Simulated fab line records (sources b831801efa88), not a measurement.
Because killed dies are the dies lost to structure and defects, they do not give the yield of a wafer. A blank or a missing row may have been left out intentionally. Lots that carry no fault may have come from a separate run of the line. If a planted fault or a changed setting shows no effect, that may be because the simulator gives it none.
fab line records ; flow sky130
record: lots: 11; wafers: 33; lastDay: 50
route steps=708 shown CAP2M@605 METAL4@631 VIA4@639 PAD_OPEN@708
lots untouched by any fault: they come from a run of this same line in which no faults occurred
startH: hours from the record's opening day to when the first of the lot's shown wafers began ; waitH: hours elapsed since this lot's preceding step ; " as in the row above ; L1.1+2: a row that stands for several wafers ; - no value present, or no start provided ; * or withheld: withheld ; < > ~ a bound
route shown NAME@n: names a module that has steps shown in the file, with the first one's number in the route ; usual: mean and standard deviation over wafers with no fault ; same: alike in all rows ; chamber/n: place in a boat ; sites: the reading at each site ; _std_site: standard deviation of those values ; _edge_site: mean of outer sites minus mean of inner sites ; radiusMm: for every site, how far away it sits from the centre of the wafer ; mask NAME#n: copy n ; behind: tool/chamber where the wafer was last shaped ; hold: why the lot was held/for how many hours/how that ended ; device: which transistor (n, p or np) failed to switch ; end of line: tests of these same wafers at the route's end ; a step without rows: its recipe alone ; killed: dies that structure and defects cost at the first sort, which is not the same as the wafer's yield ; map: shows each die of a wafer: x if killed, . if not, _ if none is there
set.NAME: the setting that was run; set.NAME@STEP: the one run at that earlier step ; model.NAME: the simulator's own value behind a step, which no gauge read
a sample of lots followed through the steps of the route, with each step as a table and each wafer as a row
services: from which hour (startH, from the record's first day; less than 0 if before it) a tool's chamber was out of use, for how many hours, and why
== steps ==
step: SKY_CAP2M_SPUTTER_02
recipe: material: TiN; targetThkNm: 200; tempC: 300; powerW: 6500; timeS: 166.7; chamberPressurePa: 0.4
usual: cathodeDcPowerW: 6499.9/1.2; substrateTempC: 299.99/0.19; throttleValvePct: 30.0/1.2
lot.wafer;tool;chamber;startH;waitH;cathodeDcPowerW;substrateTempC;throttleValvePct
L912.1;pvdSputter-01;-;897.91;0.1;6499.1;299.80;30.4
L912.4;pvdSputter-01;-;897.91;0.1;6500.1;299.86;30.2
L912.6;pvdSputter-01;-;897.91;0.1;6499.6;299.96;28.6
L913.2;pvdSputter-02;-;926.04;0.0;6501.8;299.81;30.1
L913.3;pvdSputter-02;-;926.04;0.0;6498.3;300.17;29.5
L913.4;pvdSputter-02;-;926.04;0.0;6501.3;299.93;28.3
L916.2;pvdSputter-04;-;966.98;0.0;6497.8;300.00;31.0
L916.3;pvdSputter-04;-;966.98;0.0;6500.0;299.76;28.8
L916.6;pvdSputter-04;-;966.98;0.0;6500.2;300.25;29.8
L918.1;pvdSputter-01;-;976.38;0.1;6500.2;300.14;29.9
L918.3;pvdSputter-01;-;976.38;0.1;6499.6;299.84;32.7
L918.4;pvdSputter-01;-;976.38;0.1;6501.2;299.79;28.8
L920.2;pvdSputter-04;-;1003.21;0.0;6499.2;300.12;29.4
L920.5;pvdSputter-04;-;1003.21;0.0;6498.4;300.11;31.0
L920.6;pvdSputter-04;-;1003.21;0.0;6500.0;299.91;29.8
L921.1;pvdSputter-01;-;1007.68;0.1;6500.5;299.99;30.4
L921.5;pvdSputter-01;-;1007.68;0.1;6501.7;299.91;28.7
L921.6;pvdSputter-01;-;1007.68;0.1;6499.8;299.71;29.5
L931.1;pvdSputter-01;-;1064.07;0.1;6501.2;299.54;28.6
L931.3;pvdSputter-01;-;1064.07;0.1;6499.5;300.03;29.5
L931.6;pvdSputter-01;-;1064.07;0.1;6497.0;299.68;28.6
L932.1;pvdSputter-04;-;1076.72;0.1;6500.0;300.04;29.3
L932.4;pvdSputter-04;-;1076.72;0.1;6500.6;299.97;30.0
L932.6;pvdSputter-04;-;1076.72;0.1;6501.0;300.05;31.0
L933.2;pvdSputter-04;-;1092.08;0.0;6498.4;299.85;31.0
L933.3;pvdSputter-04;-;1092.08;0.0;6499.6;300.07;29.8
L933.6;pvdSputter-04;-;1092.08;0.0;6499.6;299.89;29.6
L934.1;pvdSputter-01;-;1094.46;0.1;6498.5;299.68;32.7
L934.5;pvdSputter-01;-;1094.46;0.1;6502.5;299.36;32.8
L934.6;pvdSputter-01;-;1094.46;0.1;6498.9;300.08;29.9
L935.1;pvdSputter-04;-;1098.60;0.1;6499.4;300.16;29.0
L935.4;pvdSputter-04;-;1098.60;0.1;6497.1;299.99;29.7
L935.6;pvdSputter-04;-;1098.60;0.1;6501.8;300.06;29.7
step: SKY_METAL4_DESCUM_15
recipe: chemistry: O2; sourcePowerW: 150; biasPowerW: 0; pressureMtorr: 10; tempC: 40; timeS: 8
usual: drypumpMotorCurrentA: 5.6/0.43; oesProductAu: 1.001/0.0069
lot.wafer;tool;chamber;startH;waitH;drypumpMotorCurrentA;oesProductAu;rfHoursCounterH
L912.1;rieMetal-04;1;949.61;0.0;5.5;1.007;11
L912.4;rieMetal-04;1;949.61;0.0;5.5;1.002;-
L912.6;rieMetal-04;0;949.61;0.0;6.0;1.012;-
L913.2;rieMetal-04;1;975.46;0.0;5.6;0.995;12
L913.3;rieMetal-04;1;975.46;0.0;5.5;1.004;-
L913.4;rieMetal-04;0;975.46;0.0;6.0;1.007;-
L916.2;rieMetal-01;1;1014.07;0.0;5.2;0.995;14
L916.3;rieMetal-01;0;1014.07;0.0;6.3;0.993;-
L916.6;rieMetal-01;0;1014.07;0.0;6.3;1.001;-
L918.1;rieMetal-01;0;1024.41;0.0;6.3;0.995;11
L918.3;rieMetal-01;1;1024.41;0.0;5.2;0.997;-
L918.4;rieMetal-01;0;1024.41;0.0;6.3;1.003;-
L920.2;rieMetal-01;0;1050.37;0.0;6.3;1.000;13
L920.5;rieMetal-01;1;1050.37;0.0;5.2;1.006;-
L920.6;rieMetal-01;0;1050.37;0.0;6.3;0.997;-
L921.1;rieMetal-01;0;1053.13;0.0;6.3;1.004;13
L921.5;rieMetal-01;1;1053.13;0.0;5.2;1.005;-
L921.6;rieMetal-01;0;1053.13;0.0;6.3;0.998;-
L931.1;rieMetal-01;1;1105.27;0.0;5.2;0.993;20
L931.3;rieMetal-01;0;1105.27;0.0;6.3;0.984;-
L931.6;rieMetal-01;0;1105.27;0.0;6.3;0.993;-
L932.1;rieMetal-02;1;1117.58;0.0;5.1;0.997;13
L932.4;rieMetal-02;0;1117.58;0.0;5.7;1.003;-
L932.6;rieMetal-02;0;1117.58;0.0;5.7;0.998;-
L933.2;rieMetal-02;1;1131.26;0.0;5.1;1.001;14
L933.3;rieMetal-02;1;1131.26;0.0;5.1;1.010;-
L933.6;rieMetal-02;1;1131.26;0.0;5.1;1.015;-
L934.1;rieMetal-04;0;1133.71;0.0;6.0;1.004;27
L934.5;rieMetal-04;1;1133.71;0.0;5.6;0.990;-
L934.6;rieMetal-04;0;1133.71;0.0;6.0;1.008;-
L935.1;rieMetal-04;0;1137.78;0.0;6.0;1.010;28
L935.4;rieMetal-04;1;1137.78;0.0;5.5;0.997;-
L935.6;rieMetal-04;0;1137.78;0.0;6.0;1.001;-
step: SKY_VIA4_HDPCVD_00
recipe: material: SiO2; targetThkNm: 1750; sigmaOpenFrac: 0.3; timeS: 291.7; tempC: 400; sih4FlowSccm: 60; pressureMtorr: 6
usual: runLengthS: 319.8/0.58; sih4FlowSccm: 60.00/0.18
lot.wafer;tool;chamber;startH;waitH;runLengthS;sih4FlowSccm
L912.1;hdpcvd-01;2;950.53;0.0;320.3;60.27
L912.4;hdpcvd-01;1;950.53;0.0;320.3;60.17
L912.6;hdpcvd-01;0;950.53;0.0;319.0;60.18
L913.2;hdpcvd-02;2;976.38;0.0;319.9;60.09
L913.3;hdpcvd-02;0;976.38;0.0;318.8;60.16
L913.4;hdpcvd-02;2;976.38;0.0;319.7;60.21
L916.2;hdpcvd-01;1;1015.05;0.0;319.9;60.11
L916.3;hdpcvd-01;2;1015.05;0.0;320.4;59.94
L916.6;hdpcvd-01;0;1015.05;0.0;319.5;59.87
L918.1;hdpcvd-02;0;1025.37;0.0;319.0;59.91
L918.3;hdpcvd-02;1;1025.37;0.0;320.1;60.01
L918.4;hdpcvd-02;0;1025.37;0.0;319.0;60.23
L920.2;hdpcvd-02;1;1051.48;0.0;320.4;60.24
L920.5;hdpcvd-02;1;1051.48;0.0;504.1;59.80
L920.6;hdpcvd-02;0;1051.48;0.0;502.8;59.84
L921.1;hdpcvd-02;1;1054.25;0.0;320.1;60.20
L921.5;hdpcvd-02;1;1054.25;0.0;504.2;60.16
L921.6;hdpcvd-02;2;1054.25;0.0;503.9;60.19
L931.1;hdpcvd-01;1;1106.30;0.0;320.0;59.80
L931.3;hdpcvd-01;2;1106.30;0.0;320.0;60.17
L931.6;hdpcvd-01;0;1106.30;0.0;319.4;60.20
L932.1;hdpcvd-02;1;1118.51;0.0;320.1;59.88
L932.4;hdpcvd-02;0;1118.51;0.0;318.8;59.77
L932.6;hdpcvd-02;2;1118.51;0.0;320.0;60.00
L933.2;hdpcvd-01;0;1132.18;0.0;318.9;59.96
L933.3;hdpcvd-01;1;1132.18;0.0;320.0;60.07
L933.6;hdpcvd-01;2;1132.18;0.0;319.6;60.19
L934.1;hdpcvd-01;0;1134.64;0.0;319.3;59.89
L934.5;hdpcvd-01;1;1134.64;0.0;320.5;59.92
L934.6;hdpcvd-01;2;1134.64;0.0;319.6;59.81
L935.1;hdpcvd-02;0;1138.74;0.0;319.1;59.97
L935.4;hdpcvd-02;1;1138.74;0.0;320.3;59.87
L935.6;hdpcvd-02;2;1138.74;0.0;319.8;59.89
step: SKY_VIA4_THK_MEAS_01
recipe: reads: SiO2_of_VIA4_HDPCVD_00
usual: VIA4_HDPCVD_THK: 1745/18
lot.wafer;tool;chamber;startH;waitH;VIA4_HDPCVD_THK[nm]
L912.1;filmMetro-01;-;950.71;0.1;1726
L912.4;filmMetro-01;-;950.71;0.1;1744
L912.6;filmMetro-01;-;950.71;0.1;1740
L913.2;filmMetro-04;-;976.57;0.1;1759
L913.3;filmMetro-04;-;976.57;0.1;1743
L913.4;filmMetro-04;-;976.57;0.1;1781
L916.2;filmMetro-03;-;1015.24;0.1;1766
L916.3;filmMetro-03;-;1015.24;0.1;1774
L916.6;filmMetro-03;-;1015.24;0.1;1763
L918.1;filmMetro-03;-;1025.55;0.1;1721
L918.3;filmMetro-03;-;1025.55;0.1;1741
L918.4;filmMetro-03;-;1025.55;0.1;1723
L920.2;filmMetro-03;-;1051.67;0.1;1728
L920.5;filmMetro-03;-;1051.67;0.1;2812
L920.6;filmMetro-03;-;1051.67;0.1;2833
L921.1;filmMetro-03;-;1054.43;0.1;1739
L921.5;filmMetro-03;-;1054.43;0.1;2836
L921.6;filmMetro-03;-;1054.43;0.1;2869
L931.1;filmMetro-01;-;1106.48;0.1;1718
L931.3;filmMetro-01;-;1106.48;0.1;1722
L931.6;filmMetro-01;-;1106.48;0.1;1728
L932.1;filmMetro-03;-;1118.68;0.1;1769
L932.4;filmMetro-03;-;1118.68;0.1;1759
L932.6;filmMetro-03;-;1118.68;0.1;1793
L933.2;filmMetro-03;-;1132.37;0.1;1757
L933.3;filmMetro-03;-;1132.37;0.1;1743
L933.6;filmMetro-03;-;1132.37;0.1;1755
L934.1;filmMetro-04;-;1134.82;0.1;1758
L934.5;filmMetro-04;-;1134.82;0.1;1770
L934.6;filmMetro-04;-;1134.82;0.1;1761
L935.1;filmMetro-04;-;1138.91;0.1;1757
L935.4;filmMetro-04;-;1138.91;0.1;1763
L935.6;filmMetro-04;-;1138.91;0.1;1784
step: SKY_VIA4_BOW_MEAS_03
recipe: mode: bow
usual: VIA4_BOW: 80/8.6
lot.wafer;tool;chamber;startH;waitH;VIA4_BOW[um]
L912.1;filmMetro-01;-;951.07;0.2;81
L912.4;filmMetro-01;-;951.07;0.2;80
L912.6;filmMetro-01;-;951.07;0.2;93
L913.2;filmMetro-03;-;976.94;0.1;81
L913.3;filmMetro-03;-;976.94;0.1;81
L913.4;filmMetro-03;-;976.94;0.1;81
L916.2;filmMetro-03;-;1015.61;0.2;79
L916.3;filmMetro-03;-;1015.61;0.2;86
L916.6;filmMetro-03;-;1015.61;0.2;72
L918.1;filmMetro-04;-;1025.91;0.2;72
L918.3;filmMetro-04;-;1025.91;0.2;67
L918.4;filmMetro-04;-;1025.91;0.2;77
L920.2;filmMetro-04;-;1052.04;0.2;63
L920.5;filmMetro-04;-;1052.04;0.2;85
L920.6;filmMetro-04;-;1052.04;0.2;95
L921.1;filmMetro-04;-;1054.79;0.1;92
L921.5;filmMetro-04;-;1054.79;0.1;98
L921.6;filmMetro-04;-;1054.79;0.1;79
L931.1;filmMetro-03;-;1106.84;0.1;75
L931.3;filmMetro-03;-;1106.84;0.1;75
L931.6;filmMetro-03;-;1106.84;0.1;74
L932.1;filmMetro-04;-;1119.04;0.1;82
L932.4;filmMetro-04;-;1119.04;0.1;78
L932.6;filmMetro-04;-;1119.04;0.1;93
L933.2;filmMetro-04;-;1133.17;0.3;93
L933.3;filmMetro-04;-;1133.17;0.3;90
L933.6;filmMetro-04;-;1133.17;0.3;98
L934.1;filmMetro-03;-;1135.19;0.2;80
L934.5;filmMetro-03;-;1135.19;0.2;77
L934.6;filmMetro-03;-;1135.19;0.2;83
L935.1;filmMetro-01;-;1139.27;0.1;79
L935.4;filmMetro-01;-;1139.27;0.1;96
L935.6;filmMetro-01;-;1139.27;0.1;86
step: SKY_PAD_OPEN_PROBE_99
usual: defectLimitedYield: 82.5/1.8; killed_at_M0_to_M3: 43/6.6; killed_at_M4_up: 3.2/1.8; killedAtContacts: 24/5; killedAtFrontEnd: 15/4.5; killedAtOther: 0.2/0.46; killedDies: 86/8.8; killedOpen: 48/6.6; killedShort: 38/6.1; sort_bin_3_pad_short: 0.8/0.42; sort_bin_5_function: 10.4/1.4; sort_bin_6_memory: 6.3/1; sortNPass: 406/8.8; sortYieldPct: 82.5/1.8
same: grossDies: 492; killedAtBackSide: 0; sort_bin_4_leakage[%]: 0; sort_bin_8_speed[%]: 0
lot.wafer;tool;chamber;startH;waitH;defectLimitedYield[%];killed_at_M0_to_M3;killed_at_M4_up;killedAtContacts;killedAtFrontEnd;killedAtOther;killedDies;killedOpen;killedShort;sort_bin_3_pad_short[%];sort_bin_5_function[%];sort_bin_6_memory[%];sortNPass;sortYieldPct[%]
L912.1;prober-02;-;1050.73;0.1;82.3;44;6;26;11;0;87;43;44;0.6;10.8;6.3;405;82.3
L912.4;prober-02;-;1050.88;0.2;77.6;58;5;30;17;0;110;63;47;0.4;15.0;6.9;382;77.6
L912.6;prober-02;-;1050.98;0.2;80.1;50;1;27;20;0;98;59;39;1.4;12.6;5.9;394;80.1
L913.2;prober-01;-;1071.82;0.1;81.9;43;3;30;12;1;89;60;29;0.4;11.0;6.7;403;81.9
L913.3;prober-01;-;1071.87;0.2;81.1;47;5;19;21;1;93;43;50;2.4;11.2;5.3;399;81.1
L913.4;prober-01;-;1071.92;0.2;83.1;37;5;26;15;0;83;50;33;0.6;9.8;6.5;409;83.1
L916.2;prober-02;-;1107.75;0.1;83.9;35;3;23;17;1;79;46;33;0;11.2;4.9;413;83.9
L916.3;prober-02;-;1107.80;0.2;82.3;38;4;19;26;0;87;50;37;0.6;10.6;6.5;405;82.3
L916.6;prober-02;-;1107.95;0.2;81.9;45;3;28;13;0;89;51;38;1.2;11.0;5.9;403;81.9
L918.1;prober-02;-;1113.93;0.1;83.5;33;4;28;15;1;81;45;36;0.6;10.4;5.5;411;83.5
L918.3;prober-02;-;1114.03;0.2;81.1;60;2;22;8;1;93;51;42;0.2;12.6;6.1;399;81.1
L918.4;prober-02;-;1114.08;0.2;81.7;43;5;28;14;0;90;40;50;0.8;10.0;7.5;402;81.7
L920.2;prober-01;-;1136.89;0.1;82.5;46;3;21;15;1;86;45;41;1.4;10.4;5.7;406;82.5
L920.5;prober-01;-;1137.04;0.2;82.5;42;5;24;15;0;86;48;38;1.2;9.3;6.9;406;82.5
L920.6;prober-01;-;1137.09;0.2;83.9;45;3;16;14;1;79;47;32;0.6;7.9;7.5;413;83.9
L921.1;prober-02;-;1139.79;0.1;82.3;41;1;31;13;1;87;53;34;0.8;10.0;6.9;405;82.3
L921.5;prober-02;-;1139.99;0.2;83.5;39;2;23;17;0;81;38;43;0.6;10.6;5.3;411;83.5
L921.6;prober-02;-;1140.04;0.2;83.9;35;5;24;15;0;79;50;29;0.8;8.3;6.9;413;83.9
L931.1;prober-02;-;1186.68;0.1;84.8;33;3;27;12;0;75;44;31;0.6;8.5;6.1;417;84.8
L931.3;prober-02;-;1186.78;0.2;83.9;40;2;27;10;0;79;45;34;0.4;8.7;6.9;413;83.9
L931.6;prober-02;-;1186.93;0.2;83.5;40;4;23;14;0;81;35;46;1.6;7.9;6.9;411;83.5
L932.1;prober-01;-;1194.69;0.1;82.3;49;2;25;11;0;87;49;38;1.2;10.6;5.9;405;82.3
L932.4;prober-01;-;1194.84;0.2;81.3;47;5;24;15;1;92;52;40;1.0;10.0;7.7;400;81.3
L932.6;prober-01;-;1194.94;0.2;84.1;41;4;22;11;0;78;32;46;1.0;8.7;6.1;414;84.1
L933.2;prober-02;-;1207.77;0.1;80.3;48;4;30;15;0;97;53;44;0.4;13.0;6.3;395;80.3
L933.3;prober-02;-;1207.82;0.2;80.9;48;6;28;12;0;94;50;44;0.6;13.4;5.1;398;80.9
L933.6;prober-02;-;1207.97;0.2;83.3;42;5;18;17;0;82;50;32;1.0;11.2;4.5;410;83.3
L934.1;prober-01;-;1208.83;0.1;83.3;27;5;34;16;0;82;39;43;0.6;10.4;5.7;410;83.3
L934.5;prober-01;-;1209.03;0.2;85.8;38;2;17;13;0;70;39;31;0.8;8.5;4.9;422;85.8
L934.6;prober-01;-;1209.08;0.2;81.5;46;9;22;14;0;91;46;45;1.0;12.0;5.5;401;81.5
L935.1;prober-01;-;1211.13;0.1;85.4;37;2;22;11;0;72;34;38;1.0;8.1;5.5;420;85.4
L935.4;prober-01;-;1211.28;0.2;83.5;39;4;22;16;0;81;43;38;1.0;9.1;6.3;411;83.5
L935.6;prober-01;-;1211.38;0.2;81.9;53;3;21;12;0;89;44;45;1.4;11.6;5.1;403;81.9
killed by level:class
L912.1 VIA1:geometricParticle:open=8 VIA3:geometricParticle:open=8 LOCAL_INTERCONNECT:geometricParticle:short=7 CONTACT:geometricParticle:open=7 LI_CONTACT:geometricParticle:open=6 METAL4:geometricParticle:short=6 VIA1:geometricParticle:short=5 METAL3:geometricParticle:short=5
L912.4 VIA1:geometricParticle:open=17 CONTACT:geometricParticle:open=11 VIA3:geometricParticle:open=8 FIELD_ISO:geometricParticle:short=7 CONTACT:geometricParticle:short=7 VIA2:geometricParticle:open=7 LI_CONTACT:geometricParticle:open=5 METAL2:geometricParticle:short=5
L912.6 VIA1:geometricParticle:open=13 CONTACT:geometricParticle:open=9 LI_CONTACT:geometricParticle:open=8 FIELD_ISO:geometricParticle:open=7 FIELD_ISO:geometricParticle:short=7 VIA2:geometricParticle:open=7 VIA3:geometricParticle:open=6 VIA3:geometricParticle:short=4
L913.2 LI_CONTACT:geometricParticle:open=13 VIA2:geometricParticle:open=10 CONTACT:geometricParticle:open=9 VIA1:geometricParticle:open=9 METAL2:geometricParticle:short=6 POLY_GATE:geometricParticle:open=5 VIA3:geometricParticle:open=5 CONTACT:geometricParticle:short=4
L913.3 VIA1:geometricParticle:open=12 POLY_GATE:geometricParticle:short=8 METAL2:geometricParticle:short=8 LI_CONTACT:geometricParticle:open=6 VIA1:geometricParticle:short=6 POLY_GATE:geometricParticle:open=5 VIA2:geometricParticle:open=5 LOCAL_INTERCONNECT:geometricParticle:short=5
L913.4 VIA2:geometricParticle:open=12 LI_CONTACT:geometricParticle:open=11 VIA1:geometricParticle:open=8 METAL1:geometricParticle:short=7 CONTACT:geometricParticle:open=6 FIELD_ISO:geometricParticle:open=4 CONTACT:geometricParticle:short=4 FIELD_ISO:geometricParticle:short=3
L916.2 VIA1:geometricParticle:open=13 CONTACT:geometricParticle:open=7 POLY_GATE:geometricParticle:open=6 VIA2:geometricParticle:short=6 POLY_GATE:geometricParticle:short=5 VIA3:geometricParticle:open=5 LI_CONTACT:geometricParticle:open=4 LI_CONTACT:geometricParticle:short=4
L916.3 FIELD_ISO:geometricParticle:open=8 VIA1:geometricParticle:open=8 METAL2:geometricParticle:short=7 VIA2:geometricParticle:open=7 LI_CONTACT:geometricParticle:open=5 FIELD_ISO:geometricParticle:short=4 POLY_GATE:geometricParticle:short=4 LI_CONTACT:geometricParticle:short=4
L916.6 VIA1:geometricParticle:open=12 LI_CONTACT:geometricParticle:open=8 CONTACT:geometricParticle:open=8 VIA2:geometricParticle:open=6 VIA1:geometricParticle:short=6 CONTACT:geometricParticle:short=5 VIA3:geometricParticle:open=5 FIELD_ISO:geometricParticle:open=4
L918.1 CONTACT:geometricParticle:open=12 LI_CONTACT:geometricParticle:open=8 VIA1:geometricParticle:open=7 VIA1:geometricParticle:short=6 METAL2:geometricParticle:short=5 FIELD_ISO:geometricParticle:short=4 CONTACT:geometricParticle:short=4 VIA2:geometricParticle:open=4
L918.3 VIA1:geometricParticle:open=19 CONTACT:geometricParticle:open=12 VIA1:geometricParticle:short=9 VIA3:geometricParticle:open=7 VIA2:geometricParticle:open=6 METAL1:geometricParticle:short=5 METAL2:geometricParticle:short=5 VIA2:geometricParticle:short=4
L918.4 VIA1:geometricParticle:open=11 CONTACT:geometricParticle:open=9 METAL1:geometricParticle:short=9 LI_CONTACT:geometricParticle:open=7 POLY_GATE:geometricParticle:short=6 LOCAL_INTERCONNECT:geometricParticle:short=6 FIELD_ISO:geometricParticle:open=5 CONTACT:geometricParticle:short=5
L920.2 VIA1:geometricParticle:open=14 CONTACT:geometricParticle:open=9 METAL1:geometricParticle:short=8 VIA3:geometricParticle:open=5 VIA1:geometricParticle:short=5 SPACER:geometricParticle:short=4 LI_CONTACT:geometricParticle:short=4 METAL2:geometricParticle:short=4
L920.5 VIA1:geometricParticle:open=9 CONTACT:geometricParticle:open=9 METAL1:geometricParticle:short=8 VIA2:geometricParticle:open=8 VIA3:geometricParticle:open=7 LOCAL_INTERCONNECT:geometricParticle:short=6 FIELD_ISO:geometricParticle:open=4 LI_CONTACT:geometricParticle:open=4
L920.6 VIA1:geometricParticle:open=11 VIA2:geometricParticle:open=9 VIA3:geometricParticle:open=7 POLY_GATE:geometricParticle:open=6 CONTACT:geometricParticle:open=6 VIA1:geometricParticle:short=5 FIELD_ISO:geometricParticle:short=4 POLY_GATE:geometricParticle:short=4
L921.1 LI_CONTACT:geometricParticle:open=11 VIA1:geometricParticle:open=11 VIA2:geometricParticle:open=9 CONTACT:geometricParticle:short=8 CONTACT:geometricParticle:open=6 METAL2:geometricParticle:short=6 VIA3:geometricParticle:open=5 FIELD_ISO:geometricParticle:open=4
L921.5 VIA1:geometricParticle:open=9 CONTACT:geometricParticle:open=7 VIA2:geometricParticle:open=7 FIELD_ISO:geometricParticle:short=6 LOCAL_INTERCONNECT:geometricParticle:short=6 VIA3:geometricParticle:open=6 CONTACT:geometricParticle:short=5 METAL1:geometricParticle:short=5
L921.6 CONTACT:geometricParticle:open=11 VIA3:geometricParticle:open=9 VIA1:geometricParticle:open=8 LOCAL_INTERCONNECT:geometricParticle:short=7 VIA2:geometricParticle:open=6 SPACER:geometricParticle:short=5 FIELD_ISO:geometricParticle:open=4 LI_CONTACT:geometricParticle:open=4
L931.1 VIA1:geometricParticle:open=9 CONTACT:geometricParticle:open=7 LI_CONTACT:geometricParticle:open=6 LI_CONTACT:geometricParticle:short=5 METAL2:geometricParticle:short=5 FIELD_ISO:geometricParticle:open=4 CONTACT:geometricParticle:short=4 METAL1:geometricParticle:short=4
L931.3 VIA1:geometricParticle:open=10 CONTACT:geometricParticle:open=8 LI_CONTACT:geometricParticle:open=7 LOCAL_INTERCONNECT:geometricParticle:short=6 VIA3:geometricParticle:open=6 METAL2:geometricParticle:short=5 METAL3:geometricParticle:short=4 METAL1:geometricParticle:short=3
L931.6 LOCAL_INTERCONNECT:geometricParticle:short=8 VIA1:geometricParticle:open=7 METAL2:geometricParticle:short=7 CONTACT:geometricParticle:open=6 FIELD_ISO:geometricParticle:open=5 CONTACT:geometricParticle:short=5 METAL1:geometricParticle:short=5 VIA3:geometricParticle:short=5
L932.1 VIA1:geometricParticle:open=12 LI_CONTACT:geometricParticle:open=8 VIA1:geometricParticle:short=7 CONTACT:geometricParticle:open=7 CONTACT:geometricParticle:short=6 VIA2:geometricParticle:open=6 VIA3:geometricParticle:open=6 VIA3:geometricParticle:short=5
L932.4 VIA1:geometricParticle:open=12 CONTACT:geometricParticle:open=8 VIA2:geometricParticle:open=7 VIA3:geometricParticle:open=7 VIA1:geometricParticle:short=6 LI_CONTACT:geometricParticle:open=6 POLY_GATE:geometricParticle:short=5 METAL1:geometricParticle:short=4
L932.6 METAL2:geometricParticle:short=8 VIA1:geometricParticle:short=7 VIA1:geometricParticle:open=6 LI_CONTACT:geometricParticle:open=6 LOCAL_INTERCONNECT:geometricParticle:short=6 CONTACT:geometricParticle:short=6 VIA2:geometricParticle:open=5 VIA3:geometricParticle:short=5
L933.2 VIA3:geometricParticle:open=10 VIA1:geometricParticle:open=10 LOCAL_INTERCONNECT:geometricParticle:short=8 LI_CONTACT:geometricParticle:open=8 METAL2:geometricParticle:short=6 CONTACT:geometricParticle:short=6 VIA2:geometricParticle:open=6 CONTACT:geometricParticle:open=5
L933.3 VIA3:geometricParticle:open=9 VIA1:geometricParticle:open=9 VIA2:geometricParticle:open=9 LI_CONTACT:geometricParticle:open=8 CONTACT:geometricParticle:open=8 METAL4:geometricParticle:short=6 FIELD_ISO:geometricParticle:short=5 LOCAL_INTERCONNECT:geometricParticle:short=5
L933.6 VIA1:geometricParticle:open=12 FIELD_ISO:geometricParticle:open=9 VIA2:geometricParticle:open=7 CONTACT:geometricParticle:open=6 VIA3:geometricParticle:open=6 LI_CONTACT:geometricParticle:open=5 METAL4:geometricParticle:short=5 POLY_GATE:geometricParticle:short=4
L934.1 CONTACT:geometricParticle:open=12 LOCAL_INTERCONNECT:geometricParticle:short=7 VIA1:geometricParticle:open=6 VIA1:geometricParticle:short=6 LI_CONTACT:geometricParticle:open=6 CONTACT:geometricParticle:short=6 FIELD_ISO:geometricParticle:open=5 METAL4:geometricParticle:short=5
L934.5 VIA1:geometricParticle:open=7 VIA2:geometricParticle:open=7 CONTACT:geometricParticle:open=6 METAL1:geometricParticle:short=5 VIA3:geometricParticle:open=5 FIELD_ISO:geometricParticle:open=4 LI_CONTACT:geometricParticle:open=4 CONTACT:geometricParticle:short=4
L934.6 VIA1:geometricParticle:open=12 CONTACT:geometricParticle:open=11 VIA3:geometricParticle:open=10 METAL1:geometricParticle:short=9 METAL4:geometricParticle:short=7 POLY_GATE:geometricParticle:short=6 CONTACT:geometricParticle:short=5 VIA3:geometricParticle:short=5
L935.1 VIA1:geometricParticle:open=8 CONTACT:geometricParticle:open=7 METAL2:geometricParticle:short=6 VIA2:geometricParticle:open=6 LI_CONTACT:geometricParticle:open=5 POLY_GATE:geometricParticle:short=5 CONTACT:geometricParticle:short=5 METAL1:geometricParticle:short=5
L935.4 VIA1:geometricParticle:open=11 CONTACT:geometricParticle:open=10 VIA3:geometricParticle:open=6 METAL2:geometricParticle:short=5 VIA2:geometricParticle:open=5 LI_CONTACT:geometricParticle:short=4 LI_CONTACT:geometricParticle:open=4 METAL4:geometricParticle:short=4
L935.6 METAL2:geometricParticle:short=11 VIA3:geometricParticle:open=7 VIA2:geometricParticle:open=7 VIA3:geometricParticle:short=6 FIELD_ISO:geometricParticle:open=5 LI_CONTACT:geometricParticle:short=5 CONTACT:geometricParticle:open=5 METAL2:geometricParticle:open=5
== services ==
tool;chamber;startH;hours;kind
hdpcvd-01;-;908.04;1.2;repair
hdpcvd-02;0;910.12;14.1;repair
hdpcvd-01;-;921.59;0.4;repair
pvdSputter-04;-;945.82;4.4;repair
hdpcvd-02;-;950.25;15.0;pm
hdpcvd-02;0;950.25;15.0;ventCycle
hdpcvd-02;1;950.25;15.0;ventCycle
hdpcvd-02;2;950.25;15.0;ventCycle
pvdSputter-04;-;962.53;1.0;repair
rieMetal-02;0;967.83;8.6;repair
pvdSputter-02;-;974.43;3.5;repair
pvdSputter-02;-;980.73;1.7;repair
rieMetal-02;1;985.34;6.1;repair
rieMetal-04;-;989.88;2.2;repair
pvdSputter-04;-;1006.43;4.6;repair
pvdSputter-02;-;1018.61;3.8;repair
rieMetal-02;1;1042.39;22.7;repair
rieMetal-02;-;1043.35;14.6;pm
rieMetal-04;0;1048.29;6.2;repair
pvdSputter-04;-;1058.58;2.6;repair
pvdSputter-04;-;1064.15;0.6;repair
rieMetal-02;-;1071.00;2.8;pm
rieMetal-04;-;1091.96;2.8;pm
rieMetal-01;-;1127.19;1.4;pm
== key ==
firstSign: step: SKY_VIA4_HDPCVD_00; reading: runLengthS; direction: up; sigmas: 99+; usual: *; struck: *
effect: step: SKY_VIA4_THK_MEAS_01; reading: VIA4_HDPCVD_THK; direction: up; sigmas: 62; usual: 1745; struck: 2838
metAt SKY_VIA4_HDPCVD_00
struckLots L920,L921
struckWafers L920.5,L920.6,L921.5,L921.6
notActingAt SKY_CAP2M_SPUTTER_02,SKY_METAL4_DESCUM_15,SKY_VIA4_BOW_MEAS_03
onsetBetween 1025.37 1051.48
fault: kind: processParameterDrift; tool: hdpcvd-02; chamber: -; onsetH: 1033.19; steps: SKY_VIA4_HDPCVD_00; channel: timeS; offset: *; shape: step; endH: 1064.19; scope: struckWafersOnly; actsIn: *; stated: *
